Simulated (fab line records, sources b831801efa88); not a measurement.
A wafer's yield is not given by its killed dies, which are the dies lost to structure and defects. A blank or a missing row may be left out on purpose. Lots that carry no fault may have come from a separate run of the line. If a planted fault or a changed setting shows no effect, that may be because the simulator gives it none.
The tool behind it: which one? || flow sky130 || Sampling: 11 lots, 33 wafers, 4 of 708 route steps

WHAT THE GAUGES SHOWED, per wafer
SKY_VIA1_BOW_MEAS_03. Usual: VIA1_BOW typically reads 80 um, with standard deviation 6.7.
{"lot": "L317", "measured": "day 33 19:59", "on": "film metro-03", "VIA1_BOW (um)": "71 71 88", "flag": ""}
{"lot": "L320", "measured": "day 33 22:44", "on": "film metro-04", "VIA1_BOW (um)": "84 84 84", "flag": ""}
{"lot": "L323", "measured": "day 35 16:34", "on": "film metro-04", "VIA1_BOW (um)": "113 111 117", "flag": "OFF"}
{"lot": "L324", "measured": "day 35 16:58", "on": "film metro-01", "VIA1_BOW (um)": "109 109 108", "flag": "OFF"}
{"lot": "L326", "measured": "day 35 18:04", "on": "film metro-03", "VIA1_BOW (um)": "116 110 105", "flag": "OFF"}
{"lot": "L330", "measured": "day 38 03:34", "on": "film metro-01", "VIA1_BOW (um)": "80 85 76", "flag": ""}
{"lot": "L332", "measured": "day 38 05:17", "on": "film metro-01", "VIA1_BOW (um)": "94 84 85", "flag": ""}
{"lot": "L333", "measured": "day 38 09:10", "on": "film metro-04", "VIA1_BOW (um)": "64 74 67", "flag": ""}
{"lot": "L335", "measured": "day 39 13:56", "on": "film metro-01", "VIA1_BOW (um)": "65 81 75", "flag": ""}
{"lot": "L337", "measured": "day 39 17:35", "on": "film metro-01", "VIA1_BOW (um)": "79 85 85", "flag": ""}
{"lot": "L338", "measured": "day 39 21:04", "on": "film metro-04", "VIA1_BOW (um)": "70 78 75", "flag": ""}

WHICH TOOL RAN EACH LOT (tool, then ch and the chambers of the sampled wafers, then the start)
{"lot": "L317", "SKY_METAL1_SPUTTER_04": "pvd sputter-01, day 32 15:49", "SKY_METAL1_DESCUM_17": "rie metal-04 ch 0, day 33 18:31", "SKY_VIA1_CMP_02": "cmp-01 ch 2,3, day 33 19:40"}
{"lot": "L320", "SKY_METAL1_SPUTTER_04": "pvd sputter-01, day 32 19:05", "SKY_METAL1_DESCUM_17": "rie metal-02 ch 0, day 33 21:17", "SKY_VIA1_CMP_02": "cmp-02 ch 1,2,3, day 33 22:25"}
{"lot": "L323", "SKY_METAL1_SPUTTER_04": "pvd sputter-01, day 34 12:47", "SKY_METAL1_DESCUM_17": "rie metal-02 ch 0,1, day 35 15:08", "SKY_VIA1_CMP_02": "cmp-01 ch 0,2,3, day 35 16:25"}
{"lot": "L324", "SKY_METAL1_SPUTTER_04": "pvd sputter-04, day 34 13:06", "SKY_METAL1_DESCUM_17": "rie metal-04 ch 0,1, day 35 15:43", "SKY_VIA1_CMP_02": "cmp-01 ch 0,2, day 35 16:40"}
{"lot": "L326", "SKY_METAL1_SPUTTER_04": "pvd sputter-01, day 34 14:32", "SKY_METAL1_DESCUM_17": "rie metal-01 ch 0,1, day 35 16:44", "SKY_VIA1_CMP_02": "cmp-01 ch 1,2,3, day 35 17:52"}
{"lot": "L330", "SKY_METAL1_SPUTTER_04": "pvd sputter-04, day 36 23:51", "SKY_METAL1_DESCUM_17": "rie metal-04 ch 0,1, day 38 01:56", "SKY_VIA1_CMP_02": "cmp-01 ch 1,2,3, day 38 03:16"}
{"lot": "L332", "SKY_METAL1_SPUTTER_04": "pvd sputter-04, day 37 01:55", "SKY_METAL1_DESCUM_17": "rie metal-02 ch 0,1, day 38 03:54", "SKY_VIA1_CMP_02": "cmp-02 ch 0,1,3, day 38 05:02"}
{"lot": "L333", "SKY_METAL1_SPUTTER_04": "pvd sputter-01, day 37 05:58", "SKY_METAL1_DESCUM_17": "rie metal-04 ch 0,1, day 38 07:50", "SKY_VIA1_CMP_02": "cmp-02 ch 0,1,2, day 38 08:57"}
{"lot": "L335", "SKY_METAL1_SPUTTER_04": "pvd sputter-02, day 38 11:23", "SKY_METAL1_DESCUM_17": "rie metal-04 ch 0, day 39 12:41", "SKY_VIA1_CMP_02": "cmp-01 ch 2,3, day 39 13:41"}
{"lot": "L337", "SKY_METAL1_SPUTTER_04": "pvd sputter-01, day 38 15:17", "SKY_METAL1_DESCUM_17": "rie metal-02 ch 0,1, day 39 16:09", "SKY_VIA1_CMP_02": "cmp-01 ch 0,2, day 39 17:19"}
{"lot": "L338", "SKY_METAL1_SPUTTER_04": "pvd sputter-02, day 38 18:38", "SKY_METAL1_DESCUM_17": "rie metal-02 ch 0,1, day 39 19:47", "SKY_VIA1_CMP_02": "cmp-01 ch 1,2,3, day 39 20:44"}
- SKY_METAL1_SPUTTER_04: material TiN, target thk 70 nm, time 58.3 s.
- SKY_METAL1_DESCUM_17: chemistry O2, time 8 s.
- SKY_VIA1_CMP_02: polishes SiO2.

AS READ BY THE TOOLS THEMSELVES (means over the sampled wafers that have a number; for cases with no such wafer, the mark the record gives instead)
SKY_METAL1_SPUTTER_04. Usual: 30.1 % for throttle valve pct, sd 1.3.
{"lot": "L317", "tool": "pvd sputter-01", "throttle valve pct (%)": 30.0, "flag": ""}
{"lot": "L320", "tool": "pvd sputter-01", "throttle valve pct (%)": 29.6, "flag": ""}
{"lot": "L323", "tool": "pvd sputter-01", "throttle valve pct (%)": 28.8, "flag": ""}
{"lot": "L324", "tool": "pvd sputter-04", "throttle valve pct (%)": 29.5, "flag": ""}
{"lot": "L326", "tool": "pvd sputter-01", "throttle valve pct (%)": 31.5, "flag": ""}
{"lot": "L330", "tool": "pvd sputter-04", "throttle valve pct (%)": 29.3, "flag": ""}
{"lot": "L332", "tool": "pvd sputter-04", "throttle valve pct (%)": 29.9, "flag": ""}
{"lot": "L333", "tool": "pvd sputter-01", "throttle valve pct (%)": 30.9, "flag": ""}
{"lot": "L335", "tool": "pvd sputter-02", "throttle valve pct (%)": 30.8, "flag": ""}
{"lot": "L337", "tool": "pvd sputter-01", "throttle valve pct (%)": 29.1, "flag": ""}
{"lot": "L338", "tool": "pvd sputter-02", "throttle valve pct (%)": 30.4, "flag": ""}

SKY_METAL1_DESCUM_17. Usual: drypump motor current A 6.0 A, standard deviation 0.53; oes product au 0.998 a.u., standard deviation 0.0093.
{"lot": "L317", "tool": "rie metal-04", "drypump motor current A (A)": 5.3, "oes product au (a.u.)": 1.006, "flag": ""}
{"lot": "L320", "tool": "rie metal-02", "drypump motor current A (A)": 6.8, "oes product au (a.u.)": 0.988, "flag": ""}
{"lot": "L323", "tool": "rie metal-02", "drypump motor current A (A)": 6.1, "oes product au (a.u.)": 1.001, "flag": ""}
{"lot": "L324", "tool": "rie metal-04", "drypump motor current A (A)": 5.8, "oes product au (a.u.)": 0.985, "flag": ""}
{"lot": "L326", "tool": "rie metal-01", "drypump motor current A (A)": 5.8, "oes product au (a.u.)": 1.006, "flag": ""}
{"lot": "L330", "tool": "rie metal-04", "drypump motor current A (A)": 5.6, "oes product au (a.u.)": 0.988, "flag": ""}
{"lot": "L332", "tool": "rie metal-02", "drypump motor current A (A)": 6.5, "oes product au (a.u.)": 0.998, "flag": ""}
{"lot": "L333", "tool": "rie metal-04", "drypump motor current A (A)": 5.6, "oes product au (a.u.)": 0.977, "flag": ""}
{"lot": "L335", "tool": "rie metal-04", "drypump motor current A (A)": 5.3, "oes product au (a.u.)": 0.988, "flag": ""}
{"lot": "L337", "tool": "rie metal-02", "drypump motor current A (A)": 6.4, "oes product au (a.u.)": 0.999, "flag": ""}
{"lot": "L338", "tool": "rie metal-02", "drypump motor current A (A)": 6.1, "oes product au (a.u.)": 0.997, "flag": ""}

SKY_VIA1_CMP_02. Usual: edge zone pressure frac 0.999, standard deviation 0.0049; head pressure psi 4.000 psi, standard deviation 0.0094; motor current A 12.4 A, standard deviation 1; platen rpm 60.00 rpm, standard deviation 0.042; retaining ring pressure frac 1.000, standard deviation 0.0047; slurry flow ml min 149.9, standard deviation 0.48.
{"lot": "L317", "tool": "cmp-01", "edge zone pressure frac": 1.000, "head pressure psi (psi)": 3.995, "motor current A (A)": 12.7, "platen rpm (rpm)": 59.99, "retaining ring pressure frac": 1.004, "slurry flow ml min": 149.7, "flag": ""}
{"lot": "L320", "tool": "cmp-02", "edge zone pressure frac": 0.999, "head pressure psi (psi)": 3.988, "motor current A (A)": 12.2, "platen rpm (rpm)": 59.98, "retaining ring pressure frac": 1.002, "slurry flow ml min": 150.4, "flag": ""}
{"lot": "L323", "tool": "cmp-01", "edge zone pressure frac": "-", "head pressure psi (psi)": "-", "motor current A (A)": "-", "platen rpm (rpm)": "-", "retaining ring pressure frac": "-", "slurry flow ml min": "-", "flag": "OFF"}
{"lot": "L324", "tool": "cmp-01", "edge zone pressure frac": "-", "head pressure psi (psi)": "-", "motor current A (A)": "-", "platen rpm (rpm)": "-", "retaining ring pressure frac": "-", "slurry flow ml min": "-", "flag": "OFF"}
{"lot": "L326", "tool": "cmp-01", "edge zone pressure frac": "-", "head pressure psi (psi)": "-", "motor current A (A)": "-", "platen rpm (rpm)": "-", "retaining ring pressure frac": "-", "slurry flow ml min": "-", "flag": "OFF"}
{"lot": "L330", "tool": "cmp-01", "edge zone pressure frac": 1.006, "head pressure psi (psi)": 4.000, "motor current A (A)": 13.1, "platen rpm (rpm)": 60.00, "retaining ring pressure frac": 1.006, "slurry flow ml min": 150.0, "flag": ""}
{"lot": "L332", "tool": "cmp-02", "edge zone pressure frac": 1.002, "head pressure psi (psi)": 4.004, "motor current A (A)": 11.9, "platen rpm (rpm)": 60.02, "retaining ring pressure frac": 0.998, "slurry flow ml min": 149.8, "flag": ""}
{"lot": "L333", "tool": "cmp-02", "edge zone pressure frac": 1.000, "head pressure psi (psi)": 3.996, "motor current A (A)": 12.4, "platen rpm (rpm)": 60.02, "retaining ring pressure frac": 0.999, "slurry flow ml min": 150.1, "flag": ""}
{"lot": "L335", "tool": "cmp-01", "edge zone pressure frac": 1.003, "head pressure psi (psi)": 3.993, "motor current A (A)": 13.5, "platen rpm (rpm)": 59.98, "retaining ring pressure frac": 0.998, "slurry flow ml min": 150.0, "flag": ""}
{"lot": "L337", "tool": "cmp-01", "edge zone pressure frac": 1.000, "head pressure psi (psi)": 4.000, "motor current A (A)": 13.5, "platen rpm (rpm)": 59.99, "retaining ring pressure frac": 0.995, "slurry flow ml min": 149.6, "flag": ""}
{"lot": "L338", "tool": "cmp-01", "edge zone pressure frac": 0.995, "head pressure psi (psi)": 4.009, "motor current A (A)": 12.3, "platen rpm (rpm)": 59.99, "retaining ring pressure frac": 1.004, "slurry flow ml min": 149.5, "flag": ""}

THE ANSWER, worked out from the rows above alone
Rule: lot off if the mean of its wafers having a number is beyond 3 standard deviations from the usual mean. A lot without any number at a reading at which 4 lots or more have one is off too. All remaining lots with rows at the step are treated as sound. The gauges are gone through in route order, then the tools' own readings, and for those a lot's mean is taken as printed above. The first step at which some lot is off is used, and at that step the reading that is off furthest; a lot without a number counts as furthest.
Off: L323, L324, L326, at SKY_VIA1_BOW_MEAS_03 (VIA1_BOW).
A tool fits if, at a process step before that reading, it ran every lot that is off, and no sound lot after the first of them. Not tried: the gauges at SKY_VIA1_BOW_MEAS_03; whatever is off there is also off at SKY_VIA1_CMP_02, on other tools, and gauge error can't account for it. Of those tried, none fits.

WHAT THE SIMULATOR HAD INSERTED
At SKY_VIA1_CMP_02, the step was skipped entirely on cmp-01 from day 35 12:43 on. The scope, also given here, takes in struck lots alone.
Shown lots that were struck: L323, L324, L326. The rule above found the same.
